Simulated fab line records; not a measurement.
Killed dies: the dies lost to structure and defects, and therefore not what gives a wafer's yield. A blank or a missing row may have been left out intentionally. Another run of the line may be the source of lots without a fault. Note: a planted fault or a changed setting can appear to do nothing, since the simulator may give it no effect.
A struck lot beside a sound one / flow sky130 / 15 steps out of a route of 708
Sound: wafers L739.1, L739.3, L739.5. The struck wafers were L742.1, L742.3, L742.4. The cause is given at the end.
For every step that has rows: the tool of each side, followed by ch and its chambers, followed by its first start. Under that, the readings that differ: sound wafers / struck wafers / difference of the means / sigmas: that difference in standard deviations of wafers without a fault.
alike: readings whose means differ by less than 2 such deviations, and words and numbers that are the same on both sides. not compared: withheld readings, readings that some wafer has no value for, bounds like >300 that may hide the same value, and numbers for which the record gives no deviation and whose values overlap.
A row with sigmas, a row that says differs or no value, or rows on one side alone: a step with any of these is where the two part. Numbers that have no deviation but don't overlap get no sigmas and don't part them. A reading that every wafer of one side lacks parts them only if that side has two wafers or more.

first, 3 steps without rows for these wafers: SKY_VIA3_EXPOSE_09 (exposes mask VIM3, target cd 200 nm); SKY_VIA3_PEB_10; SKY_VIA3_DEVELOP_11 (develop time 60 s).
SKY_VIA3_CD_MEAS_12: target cd 200 nm.
  sound on cd sem-01, day 41 22:37; struck on cd sem-02, day 42 17:56
  alike: cd nm
SKY_VIA3_OVL_MEAS_13:
  sound on overlay-01, day 41 22:44; struck on overlay-02, day 42 18:03
  alike: VIA3_OVL
SKY_VIA3_ETCH_14: etches BARC in N2/H2, stops on SiO2, time 45.9 s, target depth 60 nm.
  sound on rie diel-02 ch 0,1,3, day 41 22:47; struck on rie diel-03 ch 0,1,2, day 42 18:05
  alike: drypump motor current A, oes product au, throttle valve pct
  not compared: rf hours counter h
SKY_VIA3_ETCH_15: etches SiO2 in C4F8/O2/Ar, stops on TiN, target depth 507 nm, time 78 s.
  sound on rie diel-02 ch 0,1,3, day 41 22:49; struck on rie diel-03 ch 0,1,2, day 42 18:08
  alike: oes product au
  not compared: rf hours counter h
SKY_VIA3_STRIP_16: strips in O2/N2.
  sound on plasma asher-02 ch 0,1, day 41 22:53; struck on plasma asher-01 ch 0,1, day 42 18:11
  alike: drypump motor current A, oes product au, strip time to endpoint s
  not compared: rf hours counter h
then, 3 steps without rows for these wafers: SKY_VIA3_STRIP_17 (strips in post etch residue remover, time 1200 s); SKY_VIA3_CLEAN_18 (cleans in IPA, time 180 s); SKY_VIA3_CLEAN_19 (cleans in O3/DIW).
SKY_VIA3_SPUTTER_20: material TiN, target thk 20 nm, time 80 s.
  sound on pvd sputter-01, day 41 23:28; struck on pvd sputter-04, day 42 18:48
  alike: throttle valve pct
SKY_VIA3_CVD_21: deposits W, target thk 390 nm, time 117.31 s.
  sound on cvd w-02 ch 0,1, day 41 23:32; struck on cvd w-01 ch 0,1, day 42 18:52
  no value came back on the struck wafers for chamber pressure Torr (Torr), heater power outer w (W), heater power w (W); on the sound wafers chamber pressure Torr (Torr) reads 40.01 39.94 40.08
SKY_VIA3_RS_MEAS_22: the measuring method here is four-point-probe.
  sound on film metro-02, day 41 23:39; struck on film metro-02, day 42 19:16
reading=VIA3_W_RS (ohm/sq); sound=0.297 0.296 0.296; struck=59.796 58.295 59.046; difference=+58.749; sigmas=+99 or more
  not compared: hold
SKY_PAD_OPEN_PROBE_99:
  the record has rows for the sound wafers here (prober-02, day 47 18:02) and none for the struck ones

== WHERE THEY PART ==
Last at SKY_PAD_OPEN_PROBE_99 as far as this record goes, first at SKY_VIA3_CVD_21.

WHY: what had been put in by the simulator
Entire step skipped (cvd w-01, SKY_VIA3_CVD_21), from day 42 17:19 onward. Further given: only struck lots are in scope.
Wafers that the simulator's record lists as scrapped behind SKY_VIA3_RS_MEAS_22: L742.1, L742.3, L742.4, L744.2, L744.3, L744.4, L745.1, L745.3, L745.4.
